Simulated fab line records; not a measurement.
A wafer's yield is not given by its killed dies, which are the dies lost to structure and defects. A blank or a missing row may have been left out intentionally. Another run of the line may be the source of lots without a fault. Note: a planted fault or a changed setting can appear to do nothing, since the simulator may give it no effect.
Code-filled problem report in 8D (eight disciplines) form | flow sky130 | the parts of the form that need people (team, actions taken, sign-off) are left out

## 1. PROBLEM STATEMENT
At SKY_SONOS_TUNNEL_CD_MEAS_07, cdNm averages 348.9 nm over 12 wafers from 4 lots, while fault-free wafers read 409.3 nm, standard deviation 2.3. That is -26 standard deviations from the usual mean.
The step: target cd 410 nm.
First seen on wafer L387.2, day 16 18:41, on cdSem-01. The record holds 36 wafers of 12 lots with a number at this step. Rule for "out", or "out of limits": more than 4 standard deviations from the usual mean. The other wafers with a number count as sound.

## 2. WHAT IT IS AND WHAT IT IS NOT
question                    | is                     | is not
which readings at this step | cdNm                   | -
which lots                  | L387, L388, L391, L392 | L371, L373, L374, L376, L377, L378, L383, L389
which wafers of those lots  | all that have a number | -
read on which gauges        | cdSem-01, cdSem-02     | -
when                        | from day 16 18:41      | up to then (21 sound wafers); but 3 sound wafers of L389 came after

## 3. THE SUSPECTS, EACH WITH WHAT RULES IT OUT
Counting: a tool stays on the suspect list if, at a process step up to the reading, it processed all lots that are out and no sound lot following the first of them.
- ruled out: the gauge at SKY_SONOS_TUNNEL_CD_MEAS_07. The wafers that are out were read on 2 gauges (cdSem-01, cdSem-02).
- ilineStepper-02 at SKY_SONOS_TUNNEL_EXPOSE_04 (exposes mask TUNM, target cd 410 nm): kept. It ran every lot that is out, first L387 (day 16 04:04), and no sound lot after that; its last sound lot up to then is L383 (day 14 18:37). Out on those wafers are its own readings of exposureDoseMJCm2.
Remaining after the count: ilineStepper-02 at SKY_SONOS_TUNNEL_EXPOSE_04.

## 4. THE CAUSE (what the simulator had put in)
Process parameter drift: ilineStepper-02, from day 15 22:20 on, at SKY_SONOS_TUNNEL_EXPOSE_04. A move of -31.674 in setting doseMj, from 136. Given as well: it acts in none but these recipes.
Counting left only this tool.

## 5. THE CHAIN OF EFFECTS, in route order
Each row: a reading whose mean over the struck wafers that have a number lies more than 3 standard deviations from the usual. Only readings for which the record gives a usual standard deviation are gone through. hours: the time from each lot's start at the first step in this table that gives one to its start at this step, as a median over the lots. sigmas: the change in usual standard deviations.
hours | step                        | reading           | usual    | on struck wafers | change | sigmas
0     | SKY_SONOS_TUNNEL_EXPOSE_04  | exposureDoseMJCm2 | 135.92   | 109.94           | -25.98 | -99 or more
15    | SKY_SONOS_TUNNEL_CD_MEAS_07 | cdNm              | 409.3 nm | 348.9            | -60.4  | -26
798   | SKY_PAD_OPEN_PROBE_99       | killedAtFrontEnd  | 15       | 139              | +124   | +27
798   | SKY_PAD_OPEN_PROBE_99       | killedDies        | 85       | 210              | +125   | +15
798   | SKY_PAD_OPEN_PROBE_99       | killedOnRim       | 17       | 58               | +41    | +12
Here are the process steps it includes:
- SKY_SONOS_TUNNEL_EXPOSE_04: exposes mask TUNM, target cd 410 nm.
- SKY_PAD_OPEN_PROBE_99

## 6. WHAT WOULD HAVE CAUGHT IT SOONER
In this record the first reading out of limits at a measuring or inspecting step was taken at day 16 18:41, 20 hours after the fault began at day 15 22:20.
At SKY_SONOS_TUNNEL_EXPOSE_04, the tool's own readings (exposureDoseMJCm2) were out on each struck wafer the step has a row for, so an alarm limit on them would have fired on the first such wafer.
Lots out: 4; of these, L391, L392 started SKY_SONOS_TUNNEL_EXPOSE_04 on ilineStepper-02 after day 16 18:41. A hold on the tool at that time would have spared those 2.
